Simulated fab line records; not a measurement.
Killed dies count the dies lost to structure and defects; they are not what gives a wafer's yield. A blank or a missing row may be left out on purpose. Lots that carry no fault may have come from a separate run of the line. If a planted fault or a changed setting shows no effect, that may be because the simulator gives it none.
Which of the tools did it? | flow sfqLine | 13 lots (39 wafers sampled), 1 step of a 325-step route

== WHAT THE GAUGES READ, wafer by wafer ==
The record holds no reading of a measuring or inspecting step that can be judged against a usual standard deviation.

== WHICH TOOL RAN EACH LOT (tool, then ch and the chambers of the sampled wafers, then the start) ==
lot  | SFQ_TRILAYER_I7_CMP_CMP_184
L675 | cmp-01 ch 0,1,3, day 76 16:18
L679 | cmp-02 ch 1,3, day 77 11:00
L681 | cmp-01 ch 1,2, day 77 21:23
L687 | cmp-01 ch 0,2, day 82 20:11
L688 | cmp-01 ch 0,2,3, day 82 23:41
L690 | cmp-01 ch 0,2,3, day 87 03:55
L691 | cmp-02 ch 1,2,3, day 87 15:43
L692 | cmp-01 ch 0,2,3, day 87 18:17
L693 | cmp-01 ch 0,3, day 87 21:17
L694 | cmp-02 ch 1,2,3, day 88 00:43
L696 | cmp-02 ch 0,2,3, day 88 02:53
L695 | cmp-01 ch 0,2,3, day 88 03:22
L698 | cmp-02 ch 0,2,3, day 88 18:49
- SFQ_TRILAYER_I7_CMP_CMP_184: polishes SiO2.

== AS READ BY THE TOOLS THEMSELVES (means over the sampled wafers that have a number; for cases with no such wafer, the mark the record gives instead) ==
SFQ_TRILAYER_I7_CMP_CMP_184. Usual: motorCurrentA 10.5 A, standard deviation 1.2; platenRpm 60.00 rpm, standard deviation 0.044; timeToEndpointS 222 s, standard deviation 8.7.
lot  | tool   | motorCurrentA (A) | platenRpm (rpm) | timeToEndpointS (s) | flag
L675 | cmp-01 | 11.0              | 60.00           | 224                 | 
L679 | cmp-02 | 10.2              | 55.98           | 236                 | OFF
L681 | cmp-01 | 10.4              | 60.04           | 219                 | 
L687 | cmp-01 | 11.4              | 60.02           | 217                 | 
L688 | cmp-01 | 11.6              | 60.01           | 219                 | 
L690 | cmp-01 | 11.6              | 59.97           | 231                 | 
L691 | cmp-02 | 9.9               | 59.98           | 216                 | 
L692 | cmp-01 | 11.5              | 60.04           | 229                 | 
L693 | cmp-01 | 11.6              | 59.97           | 231                 | 
L694 | cmp-02 | 9.8               | 59.98           | 216                 | 
L696 | cmp-02 | 10.0              | 59.97           | 219                 | 
L695 | cmp-01 | 11.2              | 60.01           | 232                 | 
L698 | cmp-02 | 9.5               | 60.03           | 216                 | 

== THE ANSWER, worked out from the rows above alone ==
Rule: lot off if the mean of its wafers having a number is beyond 3 standard deviations from the usual mean. Also off: a lot with no number at a reading for which 4 or more lots have one. The other lots that the step has rows for count as sound. Order of review: gauges by route order, followed by the tools' own readings, for which a lot's mean as printed above is used. The first step at which some lot is off is used, and at that step the reading that is off furthest; a lot without a number counts as furthest.
Off, at SFQ_TRILAYER_I7_CMP_CMP_184 on platenRpm: L679.
A tool fits if, at that step or a process step before it, it ran every lot that is off, and no sound lot after the first of them. No candidate that was tried fits.

== WHAT WAS PUT IN BY THE SIMULATOR ==
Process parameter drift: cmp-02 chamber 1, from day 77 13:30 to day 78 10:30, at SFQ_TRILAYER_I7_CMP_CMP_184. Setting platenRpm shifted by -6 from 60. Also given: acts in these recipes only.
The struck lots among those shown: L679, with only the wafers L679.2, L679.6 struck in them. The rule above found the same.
